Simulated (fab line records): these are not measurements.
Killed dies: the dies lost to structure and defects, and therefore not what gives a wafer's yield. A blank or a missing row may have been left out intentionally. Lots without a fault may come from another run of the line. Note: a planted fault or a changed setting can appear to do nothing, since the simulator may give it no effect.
Struck lot and sound lot, side by side :: flow gf180mcu :: 30 steps out of a route of 602
Sound: these wafers, L318.1, L318.3, L318.6. Struck: wafers L322.3, L322.6. (L322.4 of the same lot was not struck and is left out.) The cause comes at the end.
Each step with rows lists, per side, the tool, then ch with its chambers, then its first start. Under that, the readings that differ: sound wafers :: struck wafers :: difference of the means :: sigmas: that difference in standard deviations of wafers without a fault.
alike: readings with means less than 2 such deviations apart, plus words and numbers identical on both sides. not compared: withheld readings, readings lacking a value on some wafer, bounds such as >300 that could conceal the same value, and numbers that have no deviation in the record and whose values overlap.
Wherever a step has rows on one side only, a row that says differs or no value, or a row with sigmas, the two part there. When numbers do not overlap yet have no deviation, they are printed without sigmas and do not part them. A reading missing from all wafers of one side parts the sides only when that side holds two or more wafers.

first, 3 steps without rows for these wafers: GF_PSD_EXPOSE_04 (exposes mask Pplus, target cd 400 nm); GF_PSD_PEB_05; GF_PSD_DEVELOP_06 (develop time 60 s).
GF_PSD_CD_MEAS_07 targets a cd of 400 nm.
  sound: cd-sem-01 at day 15 04:55; struck: cd-sem-02 at day 16 14:37
  alike: cd-nm
GF_PSD_OVL_MEAS_08:
  sound: overlay-01 at day 15 05:02; struck: overlay-01 at day 16 14:42
  alike: PSD_OVL
following that, these wafers have no rows for 1 step: GF_PSD_IMPLANT_09.
GF_PSD_STRIP_10: strips in O2/N2.
  sound on plasma-asher-03 ch 0,1, day 15 05:13; struck on plasma-asher-03 ch 1, day 16 14:55
  alike: drypump-motor-current-A, heater-power-w, o2-flow-sccm, oes-product-au, strip-time-to-endpoint-s
  not compared: rf-hours-counter-h
GF_PSD_TW_MEAS_11:
  sound: film-metro-02 at day 15 05:19; struck: film-metro-01 at day 16 14:59
  alike: PSD_TW
then, 1 step without rows for these wafers: GF_PSD_CLEAN_12 (cleans in SC1/SC2, time 150 s).
GF_PSD_RTA_13: time 20 s.
  sound on rtp-anneal-01 ch 0, day 15 05:26; struck on rtp-anneal-02 ch 0, day 16 15:07
reading: lamp-power-pct (%)
sound: 36.61 36.65 36.62
struck: 37.31 37.31
difference: +0.68
sigmas: +2
  alike: wafer_temp_C_max
GF_PSD_RS_MEAS_14: uses a four-point probe to measure.
  sound: film-metro-01 at day 15 05:31; struck: film-metro-02 at day 16 15:13
  alike: NSD_RS
GF_PSD_RS_MEAS_15: uses a four-point probe to measure.
  sound: film-metro-01 at day 15 05:38; struck: film-metro-02 at day 16 15:20
  alike: PSD_RS
GF_SAB_CVD_00: deposits SiO2 from TEOS, target thk 50 nm, time 4.9302 s.
  sound on pecvd-01 ch 0,2, day 15 05:46; struck on pecvd-01 ch 1,2, day 16 15:25
reading: model.SiO2_of_SAB_CVD_00.thk-nm (nm)
sound: 49.81 49.62 50.1
struck: 62.25 63.45
difference: +13.01
sigmas: 
  alike: heater-power-w
GF_SAB_THK_MEAS_01:
  sound: film-metro-02 at day 15 05:47; struck: film-metro-03 at day 16 15:27
reading: SAB_CVD_00_THK (nm)
sound: 49.8 49.6 50.2
struck: 62.3 63.4
difference: +13.0
sigmas: +18
then, 7 steps without rows for these wafers: GF_SAB_DEHYDRATE_02 (time 60 s); GF_SAB_HMDS_03 (prime time 60 s); GF_SAB_COAT_04 (resist thk 1000 nm); GF_SAB_SOFTBAKE_05 (time 60 s); GF_SAB_EXPOSE_06 (exposes mask SAB, target cd 420 nm); GF_SAB_PEB_07; GF_SAB_DEVELOP_08 (develop time 60 s).
GF_SAB_CD_MEAS_09 targets a cd of 420 nm.
  sound: cd-sem-02 at day 16 03:49; struck: cd-sem-01 at day 17 14:07
  alike: cd-nm
GF_SAB_OVL_MEAS_10:
  sound: overlay-01 at day 16 03:56; struck: overlay-02 at day 17 14:12
reading: SAB_OVL (nm)
sound: 3.3 3.6 2.4
struck: 0.5 -0.1
difference: -2.9
sigmas: -2
GF_SAB_ETCH_11: etches SiO2 in C4F8/O2/Ar, target depth 55 nm, time 8.5 s.
  sound on rie-diel-02 ch 2,3, day 16 03:59; struck on rie-diel-02 ch 2, day 17 14:14
  alike: oes-product-au
  not compared: rf-hours-counter-h
then, 1 step without rows for these wafers: GF_SAB_WET_ETCH_12 (etches SiO2 in dHF, target depth 22 nm, time 440 s).
GF_SAB_STRIP_13: strips in O2/N2.
  sound on plasma-asher-03 ch 0,1, day 16 04:08; struck on plasma-asher-03 ch 0,1, day 17 14:25
  alike: drypump-motor-current-A, heater-power-w, o2-flow-sccm, oes-product-au, strip-time-to-endpoint-s
  not compared: rf-hours-counter-h
then, 1 step without rows for these wafers: GF_SALICIDE_CLEAN_00 (cleans in SC1/SC2, time 150 s).
GF_SALICIDE_WET_ETCH_01: etches SiO2 in dHF, target depth 5 nm, time 100 s.
  sound on wet-bench-01 ch 0, day 16 04:17; struck on wet-bench-04 ch 0, day 17 14:32
reading: model.SiO2_of_SAB_CVD_00.thk-nm (nm)
sound: 39.06 38.9 39.29
struck: 51.64 52.85
difference: +13.16
sigmas: 
GF_SALICIDE_SPUTTER_02: material Co, target thk 10 nm, time 20 s.
  sound: pvd-sputter-02 at day 16 04:19; struck: pvd-sputter-03 at day 17 14:34
  alike: throttle-valve-pct
GF_PASSIVATION_PROBE_99:
  sound wafers here have rows in the record (prober-02, day 29 22:01); struck ones have none

## WHERE THEY PART
Last at GF_PASSIVATION_PROBE_99 as far as this record goes, first at GF_PSD_RTA_13.

WHY: what had been put in by the simulator
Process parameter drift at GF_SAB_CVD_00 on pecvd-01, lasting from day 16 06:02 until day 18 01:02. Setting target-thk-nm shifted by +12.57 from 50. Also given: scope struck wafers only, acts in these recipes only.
